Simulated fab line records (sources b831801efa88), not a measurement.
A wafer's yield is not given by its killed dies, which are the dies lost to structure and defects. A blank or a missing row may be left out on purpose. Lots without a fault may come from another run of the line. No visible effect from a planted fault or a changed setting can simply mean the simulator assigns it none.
Matching of chambers :: flow sky130 :: 4 sister chambers for SKY_VIA3_CMP_02 on cmp-02
The step polishes SiO2. 7 wafers are shown with their chamber, then 7 later ones without.

EACH WAFER AND ITS CHAMBER
wafer: L184.3
chamber: 0
motorCurrentA (A): 12.2

wafer: L188.1
chamber: 0
motorCurrentA (A): 12.0

wafer: L188.6
chamber: 2
motorCurrentA (A): 13.7

wafer: L189.3
chamber: 1
motorCurrentA (A): 10.4

wafer: L189.6
chamber: 3
motorCurrentA (A): 11.8

wafer: L191.2
chamber: 3
motorCurrentA (A): 12.3

wafer: L191.3
chamber: 1
motorCurrentA (A): 10.7

WAFERS MISSING THEIR CHAMBER
wafer: L191.5
motorCurrentA (A): 11.1

wafer: L195.1
motorCurrentA (A): 11.6

wafer: L195.4
motorCurrentA (A): 11.1

wafer: L195.6
motorCurrentA (A): 9.8

wafer: L206.1
motorCurrentA (A): 12.4

wafer: L206.4
motorCurrentA (A): 11.9

wafer: L206.6
motorCurrentA (A): 10.7

THE CHAMBER EACH PASSED THROUGH
wafer: L191.5
from the rows above: can't be placed: 1 or 3 or 0
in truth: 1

wafer: L195.1
from the rows above: can't be placed: 3 or 0
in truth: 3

wafer: L195.4
from the rows above: can't be placed: 1 or 3 or 0
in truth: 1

wafer: L195.6
from the rows above: 1
in truth: 1

wafer: L206.1
from the rows above: can't be placed: 0 or 3
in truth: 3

wafer: L206.4
from the rows above: can't be placed: 3 or 0
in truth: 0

wafer: L206.6
from the rows above: 1
in truth: 1
Correct placement for 2 of the 7. Can't be placed from these rows: 5 (the true chamber is among the candidates in 5). Wrongly placed: 0.
How it was worked out, from the rows above alone: a wafer's distance from a chamber is the root of the sum, over the readings, of the square of ((its reading less the chamber's mean) divided by the reading's scatter). If the next closest chamber is less than 2 further off than the closest, the wafer can't be placed; otherwise it belongs to the closest. The mean given for a chamber averages the wafers shown for that chamber. The scatter: the root of (the sum of the squares of (reading less its chamber's mean) over the shown wafers, divided by (wafers less chambers)).
